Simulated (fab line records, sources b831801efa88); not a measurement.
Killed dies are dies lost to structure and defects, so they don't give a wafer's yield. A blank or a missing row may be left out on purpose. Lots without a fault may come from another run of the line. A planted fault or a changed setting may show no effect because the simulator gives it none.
fab line records | flow gf180mcu
record lots=5 wafers=15 last_day=34
route steps=602 shown HV_LDD@192
lots that met no fault: from a run of the same line without faults
start_h: hours from the record's first day to the start of the lot's first wafer shown | wait_h: hours since the lot's step before | " the same as in the row above | L1.1+2: a row that stands for several wafers | - no value, or no start given | * or withheld: withheld | < > ~ a bound
route shown NAME@n: a module of which the file shows steps, and the number in the route of the first | usual: mean/standard deviation of fault-free wafers | same: alike in all rows | chamber/n: place in a boat | sites: the reading at each site | _std_site: their standard deviation | _edge_site: outer sites' mean less inner sites' | radius_mm: how far each site lies from the wafer's centre | mask NAME#n: copy n | behind: the tool/chamber that last shaped the wafer | hold: why the lot was held/for how many hours/how that ended | device: the transistor (n, p or np) that didn't switch | end of line: the same wafers' tests at the end of the route | a step without rows: its recipe alone | killed: dies lost to structure and defects at the first sort, not the wafer's yield | map: a wafer's dies, x killed, . not, _ none there
set.NAME: the setting as run; set.NAME@STEP: as run at that earlier step | model.NAME: the simulator's own value behind a step, which no gauge read
lots at some steps of the route; a table a step, a row a wafer
services: from which hour (start_h, from the record's first day; less than 0 if before it) a tool's chamber was out of use, for how many hours, and why
## steps
# step GF_HV_LDD_EXPOSE_16
# recipe mask_id=Pplus_LV_AREA target_cd_nm=400 na=0.6 source_shape=conventional sigma_outer=0.6 dose_mj=140
# usual reticle_temp_C=23.01/0.1
# same na=0.6
# columns lot.wafer tool chamber start_h wait_h mask reticle_temp_C
L075.1 iline_stepper-02 0 - - Pplus_LV_AREA#0 22.93
L075.2 " 0 " " Pplus_LV_AREA#0 22.94
L075.3 " 0 " " Pplus_LV_AREA#0 22.88
L088.2 iline_stepper-01 0 - - Pplus_LV_AREA#0 22.92
L088.3 " 0 " " Pplus_LV_AREA#0 22.98
L088.4 " 0 " " Pplus_LV_AREA#0 22.96
L090.3 iline_stepper-01 0 - - Pplus_LV_AREA#0 23.07
L090.5 " 0 " " Pplus_LV_AREA#0 22.99
L090.6 " 0 " " Pplus_LV_AREA#0 23.01
L093.3 iline_stepper-02 0 - - Pplus_LV_AREA#0 22.92
L093.5 " 0 " " Pplus_LV_AREA#0 22.93
L093.6 " 0 " " Pplus_LV_AREA#0 22.98
L097.4 iline_stepper-02 0 - - Pplus_LV_AREA#0 23.11
L097.5 " 0 " " Pplus_LV_AREA#0 23.16
L097.6 " 0 " " Pplus_LV_AREA#0 22.97
# step GF_HV_LDD_PEB_17
# recipe temp_c=withheld time_s=* resist=NOVOLAK
# columns lot.wafer tool chamber start_h wait_h
L075.1+2+3 litho_track-03 0 - -
L088.2+3+4 litho_track-01 0 - -
L090.3+5+6 litho_track-03 0 - -
L093.3+5+6 litho_track-04 0 - -
L097.4+5+6 litho_track-03 0 - -
# step GF_HV_LDD_DEVELOP_18
# recipe develop_time_s=60 dev_temp_c=23
# columns lot.wafer tool chamber start_h wait_h
L075.1+2+3 litho_track-03 0 237.76 0.1
L088.2+3+4 litho_track-01 0 342.61 0.1
L090.3+5+6 litho_track-03 0 362.70 0.1
L093.3+5+6 litho_track-04 0 389.82 0.1
L097.4+5+6 litho_track-03 0 414.68 0.1
# step GF_HV_LDD_CD_MEAS_19
# recipe target_cd_nm=400
# usual cd_nm=400.2/2.2
# columns lot.wafer tool chamber start_h wait_h cd_nm
L075.1 cd_sem-01 - 237.91 0.1 400.9
L075.2 " - " " 397.8
L075.3 " - " " 398.4
L088.2 cd_sem-01 - 342.76 0.1 404.3
L088.3 " - " " 403.2
L088.4 " - " " 404.0
L090.3 cd_sem-02 - 362.84 0.1 400.1
L090.5 " - " " 402.1
L090.6 " - " " 400.9
L093.3 cd_sem-02 - 389.96 0.1 401.7
L093.5 " - " " 402.8
L093.6 " - " " 404.6
L097.4 cd_sem-02 - 414.81 0.1 399.7
L097.5 " - " " 402.0
L097.6 " - " " 400.6
# step GF_HV_LDD_OVL_MEAS_20
# usual HV_LDD_01_OVL=1.0/1.6
# columns lot.wafer tool chamber start_h wait_h HV_LDD_01_OVL[nm]
L075.1 overlay-01 - 238.03 0.1 1.9
L075.2 " - " " 0.4
L075.3 " - " " -0.9
L088.2 overlay-01 - 342.87 0.1 1.2
L088.3 " - " " 0.0
L088.4 " - " " 2.2
L090.3 overlay-01 - 362.94 0.1 -0.1
L090.5 " - " " 0.1
L090.6 " - " " 0.5
L093.3 overlay-02 - 390.05 0.1 1.4
L093.5 " - " " 0.0
L093.6 " - " " 0.4
L097.4 overlay-01 - 414.89 0.1 2.9
L097.5 " - " " 1.3
L097.6 " - " " 1.7
# step GF_HV_LDD_IMPLANT_21
# recipe species=BF2 energy_kev=25 dose_cm2=5e+13 tilt_deg=7
# same implant_ion_amu=49
# columns lot.wafer tool chamber start_h wait_h
L075.1+2+3 implanter-02 0 238.06 0.0
L088.2+3+4 implanter-04 0 342.92 0.0
L090.3+5+6 implanter-04 0 363.01 0.1
L093.3+5+6 implanter-01 0 390.13 0.1
L097.4+5+6 implanter-01 0 414.98 0.1
# step GF_HV_LDD_STRIP_22
# recipe chemistry=O2/N2 power_w=1400 pressure_mtorr=1500 platen_temp_c=250 o2_flow_sccm=3000 n2_flow_sccm=300 overash_fraction=0.5
# usual drypump_motor_current_A=5.8/0.49 heater_power_w=328/35 oes_product_au=0.716/0.0047 strip_time_to_endpoint_s=12.62/0.034
# columns lot.wafer tool chamber start_h wait_h drypump_motor_current_A heater_power_w oes_product_au rf_hours_counter_h strip_time_to_endpoint_s
L075.1 plasma_asher-04 1 238.21 0.1 6.4 324 0.715 61 12.55
L075.2 " 0 " " 4.9 291 0.715 61 12.58
L075.3 " 1 " " 6.4 317 0.718 - 12.59
L088.2 plasma_asher-04 0 343.05 0.1 4.9 291 0.718 72 12.58
L088.3 " 1 " " 6.3 320 0.716 - 12.56
L088.4 " 0 " " 4.9 290 0.713 - 12.59
L090.3 plasma_asher-02 0 363.14 0.1 6.3 361 0.718 - 12.62
L090.5 " 1 " " 5.6 371 0.716 - 12.63
L090.6 " 0 " " 6.4 370 0.715 - 12.70
L093.3 plasma_asher-04 1 390.26 0.1 6.3 327 0.720 - 12.61
L093.5 " 0 " " 4.9 288 0.714 - 12.60
L093.6 " 1 " " 6.4 322 0.713 - 12.57
L097.4 plasma_asher-02 1 415.09 0.1 5.6 378 0.709 - 12.60
L097.5 " 1 " " 5.6 375 0.716 - 12.56
L097.6 " 0 " " 6.3 371 0.721 - 12.55
# step GF_HV_LDD_TW_MEAS_23
# usual HV_LDD_2_TW=1052/12
# columns lot.wafer tool chamber start_h wait_h HV_LDD_2_TW
L075.1 film_metro-04 - 238.31 0.1 1046
L075.2 " - " " 1045
L075.3 " - " " 1044
L088.2 film_metro-02 - 343.16 0.1 1072
L088.3 " - " " 1075
L088.4 " - " " 1070
L090.3 film_metro-03 - 363.23 0.1 1054
L090.5 " - " " 1053
L090.6 " - " " 1052
L093.3 film_metro-03 - 390.35 0.1 1057
L093.5 " - " " 1051
L093.6 " - " " 1051
L097.4 film_metro-04 - 415.19 0.1 1049
L097.5 " - " " 1045
L097.6 " - " " 1039
# step GF_HV_LDD_DEHYDRATE_24
# recipe temp_c=200 time_s=60
# columns lot.wafer tool chamber start_h wait_h
L075.1+2+3 litho_track-04 0 246.72 8.4
L088.2+3+4 litho_track-03 0 352.63 9.5
L090.3+5+6 litho_track-04 0 372.77 9.5
L093.3+5+6 litho_track-03 0 401.00 10.6
L097.4+5+6 litho_track-01 0 426.56 11.4
# step GF_HV_LDD_HMDS_25
# recipe prime_time_s=60 prime_temp_c=120
# columns lot.wafer tool chamber start_h wait_h
L075.1+2+3 litho_track-04 0 246.87 0.1
L088.2+3+4 litho_track-03 0 352.78 0.1
L090.3+5+6 litho_track-04 0 372.92 0.1
L093.3+5+6 litho_track-03 0 401.15 0.1
L097.4+5+6 litho_track-01 0 426.71 0.1
# step GF_HV_LDD_COAT_26
# recipe resist=NOVOLAK spin_rpm=3000 resist_thk_nm=1000
# usual spin_speed_rpm=3000.2/2
# columns lot.wafer tool chamber start_h wait_h spin_speed_rpm
L075.1 litho_track-04 0 247.02 0.1 3001.5
L075.2 " 0 " " 3001.5
L075.3 " 0 " " 3002.9
L088.2 litho_track-03 0 352.93 0.1 3002.9
L088.3 " 0 " " 3001.2
L088.4 " 0 " " 2998.9
L090.3 litho_track-04 0 373.07 0.1 3000.8
L090.5 " 0 " " 2998.6
L090.6 " 0 " " 3002.0
L093.3 litho_track-03 0 401.30 0.1 3002.7
L093.5 " 0 " " 3000.7
L093.6 " 0 " " 2999.0
L097.4 litho_track-01 0 426.86 0.1 3000.9
L097.5 " 0 " " 2999.9
L097.6 " 0 " " 2999.6
# step GF_HV_LDD_SOFTBAKE_27
# recipe temp_c=90 time_s=60 resist=NOVOLAK
# columns lot.wafer tool chamber start_h wait_h
L075.1+2+3 litho_track-04 0 247.17 0.1
L088.2+3+4 litho_track-03 0 353.08 0.1
L090.3+5+6 litho_track-04 0 373.22 0.1
L093.3+5+6 litho_track-03 0 401.45 0.1
L097.4+5+6 litho_track-01 0 427.01 0.1
# step GF_HV_LDD_EXPOSE_28
# recipe mask_id=Nplus_HV_AREA target_cd_nm=400 na=0.6 source_shape=conventional sigma_outer=0.6 dose_mj=140
# usual reticle_temp_C=23.00/0.12
# same na=0.6
# columns lot.wafer tool chamber start_h wait_h mask reticle_temp_C
L075.1 iline_stepper-01 0 - - Nplus_HV_AREA#0 22.94
L075.2 " 0 " " Nplus_HV_AREA#0 22.97
L075.3 " 0 " " Nplus_HV_AREA#0 22.91
L088.2 iline_stepper-01 0 - - Nplus_HV_AREA#0 22.74
L088.3 " 0 " " Nplus_HV_AREA#0 22.88
L088.4 " 0 " " Nplus_HV_AREA#0 23.00
L090.3 iline_stepper-01 0 - - Nplus_HV_AREA#0 23.15
L090.5 " 0 " " Nplus_HV_AREA#0 23.23
L090.6 " 0 " " Nplus_HV_AREA#0 23.22
L093.3 iline_stepper-01 0 - - Nplus_HV_AREA#0 23.06
L093.5 " 0 " " Nplus_HV_AREA#0 22.99
L093.6 " 0 " " Nplus_HV_AREA#0 23.20
L097.4 iline_stepper-02 0 - - Nplus_HV_AREA#0 23.01
L097.5 " 0 " " Nplus_HV_AREA#0 23.06
L097.6 " 0 " " Nplus_HV_AREA#0 23.05
# step GF_HV_LDD_PEB_29
# recipe temp_c=withheld time_s=* resist=NOVOLAK
# columns lot.wafer tool chamber start_h wait_h
L075.1+2+3 litho_track-04 0 - -
L088.2+3+4 litho_track-03 0 - -
L090.3+5+6 litho_track-01 0 - -
L093.3+5+6 litho_track-01 0 - -
L097.4+5+6 litho_track-01 0 - -
# step GF_HV_LDD_DEVELOP_30
# recipe develop_time_s=60 dev_temp_c=23
# columns lot.wafer tool chamber start_h wait_h
L075.1+2+3 litho_track-04 0 256.67 0.1
L088.2+3+4 litho_track-03 0 363.28 0.1
L090.3+5+6 litho_track-01 0 384.64 0.1
L093.3+5+6 litho_track-01 0 413.24 0.1
L097.4+5+6 litho_track-01 0 439.51 0.1
# step GF_HV_LDD_CD_MEAS_31
# recipe target_cd_nm=400
# usual cd_nm=400.3/2
# columns lot.wafer tool chamber start_h wait_h cd_nm
L075.1 cd_sem-01 - 256.82 0.1 399.0
L075.2 " - " " 397.2
L075.3 " - " " 397.6
L088.2 cd_sem-02 - 363.42 0.1 401.5
L088.3 " - " " 401.6
L088.4 " - " " 402.3
L090.3 cd_sem-02 - 384.78 0.1 401.6
L090.5 " - " " 400.4
L090.6 " - " " 401.7
L093.3 cd_sem-01 - 413.38 0.1 398.5
L093.5 " - " " 399.5
L093.6 " - " " 398.6
L097.4 cd_sem-01 - 439.65 0.1 403.2
L097.5 " - " " 402.7
L097.6 " - " " 403.0
# step GF_HV_LDD_OVL_MEAS_32
# usual HV_LDD_02_OVL=-0.1/1.3
# columns lot.wafer tool chamber start_h wait_h HV_LDD_02_OVL[nm]
L075.1 overlay-02 - 256.94 0.1 -0.6
L075.2 " - " " -0.5
L075.3 " - " " -1.2
L088.2 overlay-02 - 363.53 0.1 -0.5
L088.3 " - " " 0.7
L088.4 " - " " 0.6
L090.3 overlay-02 - 384.87 0.1 0.3
L090.5 " - " " -1.4
L090.6 " - " " -0.4
L093.3 overlay-02 - 413.47 0.1 0.8
L093.5 " - " " 0.7
L093.6 " - " " 0.7
L097.4 overlay-02 - 439.73 0.1 0.0
L097.5 " - " " 0.8
L097.6 " - " " -0.7
# step GF_HV_LDD_IMPLANT_33
# recipe species=P energy_kev=60 dose_cm2=7.5e+12 tilt_deg=30 rotation_deg=0
# same implant_ion_amu=31
# columns lot.wafer tool chamber start_h wait_h
L075.1+2+3 implanter-04 0 256.98 0.0
L088.2+3+4 implanter-01 0 363.59 0.0
L090.3+5+6 implanter-01 0 384.95 0.1
L093.3+5+6 implanter-01 0 413.54 0.1
L097.4+5+6 implanter-04 0 439.82 0.1
# step GF_HV_LDD_IMPLANT_34
# recipe species=P energy_kev=60 dose_cm2=7.5e+12 tilt_deg=30 rotation_deg=90
# same implant_ion_amu=31
# columns lot.wafer tool chamber start_h wait_h
L075.1+2+3 implanter-04 0 257.13 0.1
L088.2+3+4 implanter-01 0 363.74 0.1
L090.3+5+6 implanter-01 0 385.10 0.1
L093.3+5+6 implanter-01 0 413.69 0.1
L097.4+5+6 implanter-04 0 439.97 0.1
# step GF_HV_LDD_IMPLANT_35
# recipe species=P energy_kev=60 dose_cm2=7.5e+12 tilt_deg=30 rotation_deg=180
# same implant_ion_amu=31
# columns lot.wafer tool chamber start_h wait_h
L075.1+2+3 implanter-04 0 257.28 0.1
L088.2+3+4 implanter-01 0 363.89 0.1
L090.3+5+6 implanter-01 0 385.25 0.1
L093.3+5+6 implanter-01 0 413.84 0.1
L097.4+5+6 implanter-04 0 440.12 0.1
# step GF_HV_LDD_IMPLANT_36
# recipe species=P energy_kev=60 dose_cm2=7.5e+12 tilt_deg=30 rotation_deg=270
# same implant_ion_amu=31
# columns lot.wafer tool chamber start_h wait_h
L075.1+2+3 implanter-04 0 257.43 0.1
L088.2+3+4 implanter-01 0 364.04 0.1
L090.3+5+6 implanter-01 0 385.40 0.1
L093.3+5+6 implanter-01 0 413.99 0.1
L097.4+5+6 implanter-04 0 440.27 0.1
# step GF_HV_LDD_STRIP_37
# recipe chemistry=O2/N2 power_w=1400 pressure_mtorr=1500 platen_temp_c=250 o2_flow_sccm=3000 n2_flow_sccm=300 overash_fraction=0.5
# usual drypump_motor_current_A=5.7/0.47 heater_power_w=321/33 oes_product_au=0.716/0.0047 strip_time_to_endpoint_s=12.64/0.04
# columns lot.wafer tool chamber start_h wait_h drypump_motor_current_A heater_power_w oes_product_au rf_hours_counter_h strip_time_to_endpoint_s
L075.1 plasma_asher-01 0 257.58 0.1 5.6 291 0.719 15 12.67
L075.2 " 1 " " 5.7 302 0.710 15 12.70
L075.3 " 0 " " 5.6 294 0.705 - 12.68
L088.2 plasma_asher-04 0 364.16 0.1 4.9 294 0.720 75 12.62
L088.3 " 0 " " 4.9 294 0.719 - 12.64
L088.4 " 1 " " 6.4 318 0.716 - 12.62
L090.3 plasma_asher-01 1 385.53 0.1 5.7 312 0.718 - 12.66
L090.5 " 0 " " 5.6 287 0.715 - 12.62
L090.6 " 1 " " 5.7 304 0.722 - 12.63
L093.3 plasma_asher-02 1 414.13 0.1 5.6 381 0.721 - 12.66
L093.5 " 1 " " 5.6 375 0.727 - 12.66
L093.6 " 0 " " 6.3 356 0.724 - 12.67
L097.4 plasma_asher-04 1 440.38 0.1 6.4 311 0.714 - 12.57
L097.5 " 0 " " 4.9 273 0.717 - 12.62
L097.6 " 1 " " 6.3 319 0.714 - 12.60
# step GF_HV_LDD_TW_MEAS_38
# usual HV_LDD_3_TW=1429/17
# columns lot.wafer tool chamber start_h wait_h HV_LDD_3_TW
L075.1 film_metro-04 - 257.68 0.1 1401
L075.2 " - " " 1403
L075.3 " - " " 1417
L088.2 film_metro-04 - 364.27 0.1 1417
L088.3 " - " " 1424
L088.4 " - " " 1420
L090.3 film_metro-04 - 385.62 0.1 1421
L090.5 " - " " 1424
L090.6 " - " " 1417
L093.3 film_metro-04 - 414.21 0.1 1419
L093.5 " - " " 1417
L093.6 " - " " 1426
L097.4 film_metro-04 - 440.47 0.1 1418
L097.5 " - " " 1423
L097.6 " - " " 1420
# step GF_HV_LDD_DEHYDRATE_39
# recipe temp_c=200 time_s=60
# columns lot.wafer tool chamber start_h wait_h
L075.1+2+3 litho_track-01 0 265.64 8.0
L088.2+3+4 litho_track-03 0 374.28 10.0
L090.3+5+6 litho_track-01 0 396.39 10.8
L093.3+5+6 litho_track-03 0 425.30 11.1
L097.4+5+6 litho_track-03 0 451.48 11.0
# step GF_HV_LDD_HMDS_40
# recipe prime_time_s=60 prime_temp_c=120
# columns lot.wafer tool chamber start_h wait_h
L075.1+2+3 litho_track-01 0 265.79 0.1
L088.2+3+4 litho_track-03 0 374.43 0.1
L090.3+5+6 litho_track-01 0 396.54 0.1
L093.3+5+6 litho_track-03 0 425.45 0.1
L097.4+5+6 litho_track-03 0 451.63 0.1
# step GF_HV_LDD_COAT_41
# recipe resist=NOVOLAK spin_rpm=3000 resist_thk_nm=1000
# usual spin_speed_rpm=2999.6/2.3
# columns lot.wafer tool chamber start_h wait_h spin_speed_rpm
L075.1 litho_track-01 0 265.94 0.1 3000.8
L075.2 " 0 " " 3001.4
L075.3 " 0 " " 3005.4
L088.2 litho_track-03 0 374.58 0.1 3000.8
L088.3 " 0 " " 2998.9
L088.4 " 0 " " 3000.9
L090.3 litho_track-01 0 396.69 0.1 2999.8
L090.5 " 0 " " 3002.5
L090.6 " 0 " " 2999.6
L093.3 litho_track-03 0 425.60 0.1 3001.5
L093.5 " 0 " " 2999.0
L093.6 " 0 " " 3000.9
L097.4 litho_track-03 0 451.78 0.1 2998.5
L097.5 " 0 " " 3001.7
L097.6 " 0 " " 2998.6
# step GF_HV_LDD_SOFTBAKE_42
# recipe temp_c=90 time_s=60 resist=NOVOLAK
# columns lot.wafer tool chamber start_h wait_h
L075.1+2+3 litho_track-01 0 266.09 0.1
L088.2+3+4 litho_track-03 0 374.73 0.1
L090.3+5+6 litho_track-01 0 396.84 0.1
L093.3+5+6 litho_track-03 0 425.75 0.1
L097.4+5+6 litho_track-03 0 451.93 0.1
# step GF_HV_LDD_EXPOSE_43
# recipe mask_id=Pplus_HV_AREA target_cd_nm=400 na=0.6 source_shape=conventional sigma_outer=0.6 dose_mj=140
# usual reticle_temp_C=22.99/0.1
# same na=0.6
# columns lot.wafer tool chamber start_h wait_h mask reticle_temp_C
L075.1 iline_stepper-01 0 - - Pplus_HV_AREA#0 22.97
L075.2 " 0 " " Pplus_HV_AREA#0 22.99
L075.3 " 0 " " Pplus_HV_AREA#0 23.03
L088.2 iline_stepper-02 0 - - Pplus_HV_AREA#0 22.94
L088.3 " 0 " " Pplus_HV_AREA#0 22.84
L088.4 " 0 " " Pplus_HV_AREA#0 23.03
L090.3 iline_stepper-01 0 - - Pplus_HV_AREA#0 23.06
L090.5 " 0 " " Pplus_HV_AREA#0 23.06
L090.6 " 0 " " Pplus_HV_AREA#0 23.06
L093.3 iline_stepper-02 0 - - Pplus_HV_AREA#0 23.04
L093.5 " 0 " " Pplus_HV_AREA#0 22.94
L093.6 " 0 " " Pplus_HV_AREA#0 23.03
L097.4 iline_stepper-02 0 - - Pplus_HV_AREA#0 22.98
L097.5 " 0 " " Pplus_HV_AREA#0 22.97
L097.6 " 0 " " Pplus_HV_AREA#0 23.16
# step GF_HV_LDD_PEB_44
# recipe temp_c=withheld time_s=* resist=NOVOLAK
# columns lot.wafer tool chamber start_h wait_h
L075.1+2+3 litho_track-03 0 - -
L088.2+3+4 litho_track-03 0 - -
L090.3+5+6 litho_track-04 0 - -
L093.3+5+6 litho_track-03 0 - -
L097.4+5+6 litho_track-01 0 - -
# step GF_HV_LDD_DEVELOP_45
# recipe develop_time_s=60 dev_temp_c=23
# columns lot.wafer tool chamber start_h wait_h
L075.1+2+3 litho_track-03 0 275.56 0.1
L088.2+3+4 litho_track-03 0 386.13 0.1
L090.3+5+6 litho_track-04 0 408.97 0.1
L093.3+5+6 litho_track-03 0 437.90 0.1
L097.4+5+6 litho_track-01 0 464.66 0.1
# step GF_HV_LDD_CD_MEAS_46
# recipe target_cd_nm=400
# usual cd_nm=400.1/2.5
# columns lot.wafer tool chamber start_h wait_h cd_nm
L075.1 cd_sem-01 - 275.76 0.2 396.9
L075.2 " - " " 397.6
L075.3 " - " " 398.8
L088.2 cd_sem-02 - 386.31 0.2 398.8
L088.3 " - " " 397.7
L088.4 " - " " 397.8
L090.3 cd_sem-01 - 409.11 0.1 398.0
L090.5 " - " " 399.0
L090.6 " - " " 398.6
L093.3 cd_sem-01 - 438.04 0.1 400.5
L093.5 " - " " 401.7
L093.6 " - " " 400.6
L097.4 cd_sem-02 - 464.80 0.1 400.0
L097.5 " - " " 398.0
L097.6 " - " " 396.9
# step GF_HV_LDD_OVL_MEAS_47
# usual HV_LDD_03_OVL=0.4/1.4
# columns lot.wafer tool chamber start_h wait_h HV_LDD_03_OVL[nm]
L075.1 overlay-02 - 275.88 0.1 -0.5
L075.2 " - " " -1.1
L075.3 " - " " 0.5
L088.2 overlay-01 - 386.42 0.1 3.6
L088.3 " - " " 1.4
L088.4 " - " " 2.4
L090.3 overlay-01 - 409.20 0.1 -0.9
L090.5 " - " " 1.3
L090.6 " - " " -1.0
L093.3 overlay-02 - 438.13 0.1 -0.5
L093.5 " - " " -0.6
L093.6 " - " " -0.9
L097.4 overlay-02 - 464.88 0.1 -1.5
L097.5 " - " " -1.9
L097.6 " - " " -0.7
# step GF_HV_LDD_IMPLANT_48
# recipe species=B energy_kev=25 dose_cm2=3e+13 tilt_deg=7
# same implant_ion_amu=11
# columns lot.wafer tool chamber start_h wait_h
L075.1+2+3 implanter-04 0 275.92 0.0
L088.2+3+4 implanter-01 0 386.47 0.0
L090.3+5+6 implanter-01 0 409.28 0.1
L093.3+5+6 implanter-02 0 438.21 0.1
L097.4+5+6 implanter-04 0 464.97 0.1
# step GF_HV_LDD_STRIP_49
# recipe chemistry=O2/N2 power_w=1400 pressure_mtorr=1500 platen_temp_c=250 o2_flow_sccm=3000 n2_flow_sccm=300 overash_fraction=0.5
# usual drypump_motor_current_A=5.7/0.54 heater_power_w=322/35 oes_product_au=0.716/0.0048 strip_time_to_endpoint_s=12.62/0.039
# columns lot.wafer tool chamber start_h wait_h drypump_motor_current_A heater_power_w oes_product_au rf_hours_counter_h strip_time_to_endpoint_s
L075.1 plasma_asher-04 0 276.07 0.1 4.9 290 0.704 65 12.63
L075.2 " 1 " " 6.4 321 0.719 65 12.68
L075.3 " 0 " " 4.9 287 0.712 - 12.65
L088.2 plasma_asher-01 1 386.60 0.1 5.7 300 0.712 29 12.59
L088.3 " 1 " " 5.7 315 0.713 - 12.63
L088.4 " 0 " " 5.6 297 0.716 - 12.60
L090.3 plasma_asher-04 1 409.41 0.1 6.3 328 0.716 - 12.61
L090.5 " 1 " " 6.3 322 0.718 - 12.67
L090.6 " 0 " " 4.9 289 0.720 - 12.63
L093.3 plasma_asher-02 0 438.34 0.1 6.3 369 0.717 - 12.65
L093.5 " 0 " " 6.4 362 0.724 - 12.69
L093.6 " 1 " " 5.6 372 0.710 - 12.69
L097.4 plasma_asher-04 0 465.08 0.1 4.9 268 0.716 - 12.67
L097.5 " 0 " " 4.9 264 0.716 - 12.70
L097.6 " 1 " " 6.3 319 0.716 - 12.69
# step GF_HV_LDD_TW_MEAS_50
# usual HV_LDD_4_TW=567/6.9
# columns lot.wafer tool chamber start_h wait_h HV_LDD_4_TW
L075.1 film_metro-04 - 276.17 0.1 558
L075.2 " - " " 560
L075.3 " - " " 561
L088.2 film_metro-04 - 386.71 0.1 563
L088.3 " - " " 561
L088.4 " - " " 564
L090.3 film_metro-04 - 409.50 0.1 561
L090.5 " - " " 561
L090.6 " - " " 560
L093.3 film_metro-04 - 438.43 0.1 564
L093.5 " - " " 559
L093.6 " - " " 562
L097.4 film_metro-02 - 465.17 0.1 579
L097.5 " - " " 578
L097.6 " - " " 580
# step GF_HV_LDD_CLEAN_51
# recipe chemistry=SC1/SC2 mix=1:4:20 temp_c=70 time_s=150 dry=n2_spin
# usual bath_guard_temp_C=70.1/0.55
# columns lot.wafer tool chamber start_h wait_h bath_guard_temp_C
L075.1 wet_bench-01 2 276.23 0.1 70.2
L075.2 " 2 " " 69.8
L075.3 " 2 " " 70.4
L088.2 wet_bench-01 0 386.76 0.0 70.5
L088.3 " 0 " " 71.0
L088.4 " 0 " " 71.0
L090.3 wet_bench-04 0 409.54 0.0 70.2
L090.5 " 0 " " 70.1
L090.6 " 0 " " 70.5
L093.3 wet_bench-01 1 438.47 0.0 69.7
L093.5 " 1 " " 69.9
L093.6 " 1 " " 69.6
L097.4 wet_bench-02 0 465.20 0.0 70.5
L097.5 " 0 " " 70.3
L097.6 " 0 " " 70.3
# step GF_HV_LDD_RTA_52
# recipe temp_c=1000 time_s=10 ambient=N2
# usual lamp_power_pct=37.1/0.51 wafer_temp_C_max=1006.4/2.1
# columns lot.wafer tool chamber start_h wait_h lamp_power_pct wafer_temp_C_max
L075.1 rtp_anneal-01 0 276.28 0.0 37.5 1008.4
L075.2 " 0 " " 37.4 1008.2
L075.3 " 0 " " 37.4 1006.6
L088.2 rtp_anneal-02 0 386.82 0.0 36.3 1003.4
L088.3 " 0 " " 36.3 1005.1
L088.4 " 0 " " 36.3 1004.3
L090.3 rtp_anneal-02 0 409.61 0.0 36.3 1005.8
L090.5 " 0 " " 36.3 1003.7
L090.6 " 0 " " 36.3 1002.9
L093.3 rtp_anneal-02 0 438.55 0.0 36.3 1003.3
L093.5 " 0 " " 36.3 1003.8
L093.6 " 0 " " 36.3 1003.9
L097.4 rtp_anneal-01 0 465.29 0.0 37.4 1010.4
L097.5 " 0 " " 37.4 1007.8
L097.6 " 0 " " 37.4 1009.7
# step GF_HV_LDD_RS_MEAS_53
# recipe thk_meas_gauge=four-point-probe
# usual HV_LDD_RS=418.3/0.88
# columns lot.wafer tool chamber start_h wait_h HV_LDD_RS[ohm/sq]
L075.1 film_metro-02 - 276.34 0.1 418.0
L075.2 " - " " 417.8
L075.3 " - " " 418.6
L088.2 film_metro-03 - 386.89 0.1 417.4
L088.3 " - " " 419.5
L088.4 " - " " 419.1
L090.3 film_metro-03 - 409.70 0.1 419.8
L090.5 " - " " 418.3
L090.6 " - " " 419.0
L093.3 film_metro-03 - 438.63 0.1 419.0
L093.5 " - " " 418.2
L093.6 " - " " 416.4
L097.4 film_metro-03 - 465.38 0.1 418.0
L097.5 " - " " 419.2
L097.6 " - " " 419.1
# step GF_HV_LDD_CVD_54
# recipe material=SiO2 target_thk_nm=10 precursor=TEOS temp_c=680 time_s=75 pressure_mtorr=400
# columns lot.wafer tool chamber start_h wait_h
L075.1+2+3 lpcvd-01 1 276.46 0.1
L088.2+3+4 lpcvd-02 1 387.90 1.0
L090.3+5+6 lpcvd-01 0 409.78 0.1
L093.3+5+6 lpcvd-01 1 438.71 0.1
L097.4+5+6 lpcvd-01 1 465.44 0.0
# step GF_HV_LDD_THK_MEAS_55
# recipe reads=SiO2_of_HV_LDD_CVD_54
# usual HV_LDD_CVD_54_THK=9.96/0.16
# columns lot.wafer tool chamber start_h wait_h HV_LDD_CVD_54_THK[nm]
L075.1 film_metro-04 - 277.48 0.0 9.76
L075.2 " - " " 9.86
L075.3 " - " " 9.88
L088.2 film_metro-03 - 388.93 0.0 10.03
L088.3 " - " " 9.88
L088.4 " - " " 9.81
L090.3 film_metro-04 - 410.82 0.0 9.85
L090.5 " - " " 9.95
L090.6 " - " " 9.89
L093.3 film_metro-03 - 439.75 0.0 10.19
L093.5 " - " " 10.12
L093.6 " - " " 10.21
L097.4 film_metro-02 - 466.54 0.1 10.24
L097.5 " - " " 10.27
L097.6 " - " " 10.28
# step GF_HV_LDD_CVD_56
# recipe material=Si3N4 precursor=DCS/NH3 target_thk_nm=90 temp_c=770 time_s=1543 pressure_mtorr=250
# columns lot.wafer tool chamber start_h wait_h
L075.1+2+3 lpcvd-01 1 277.54 0.1
L088.2+3+4 lpcvd-01 0 389.55 0.6
L090.3+5+6 lpcvd-02 1 410.86 0.0
L093.3+5+6 lpcvd-01 1 439.79 0.0
L097.4+5+6 lpcvd-01 1 466.57 0.0
# step GF_HV_LDD_THK_MEAS_57
# recipe reads=Si3N4_of_HV_LDD_CVD_56
# usual HV_LDD_CVD_56_THK=90.1/0.67
# columns lot.wafer tool chamber start_h wait_h HV_LDD_CVD_56_THK[nm]
L075.1 film_metro-02 - 278.97 0.0 91.7
L075.2 " - " " 91.5
L075.3 " - " " 91.1
L088.2 film_metro-04 - 391.71 0.0 90.3
L088.3 " - " " 90.3
L088.4 " - " " 90.0
L090.3 film_metro-04 - 412.31 0.0 90.3
L090.5 " - " " 89.7
L090.6 " - " " 90.1
L093.3 film_metro-02 - 441.24 0.0 91.4
L093.5 " - " " 90.8
L093.6 " - " " 91.3
L097.4 film_metro-04 - 468.02 0.0 90.3
L097.5 " - " " 89.3
L097.6 " - " " 90.4
## services
# columns tool chamber start_h hours kind
rtp_anneal-01 - 213.22 7.5 pm
lpcvd-02 - 230.28 1.0 repair
plasma_asher-01 - 239.43 0.7 repair
plasma_asher-04 - 249.91 4.2 repair
iline_stepper-02 - 258.47 1.7 pm
rtp_anneal-02 - 262.76 6.6 pm
plasma_asher-04 - 277.98 4.3 repair
implanter-01 - 282.58 2.1 repair
plasma_asher-02 - 283.50 2.8 pm
lpcvd-01 - 291.78 2.8 pm
wet_bench-02 - 306.76 3.0 repair
implanter-01 - 317.50 1.1 repair
iline_stepper-02 - 321.80 8.9 pm
iline_stepper-01 - 334.83 0.6 repair
wet_bench-01 - 343.96 0.6 repair
implanter-01 - 383.18 1.1 repair
implanter-01 - 386.67 2.8 repair
implanter-02 - 396.84 4.7 repair
implanter-04 - 398.70 4.3 pm
iline_stepper-02 - 409.58 2.1 pm
plasma_asher-04 - 421.25 9.0 pm
implanter-01 - 446.76 6.9 repair
lpcvd-01 - 450.58 0.9 repair
plasma_asher-04 - 458.23 2.8 pm
## key
fault none
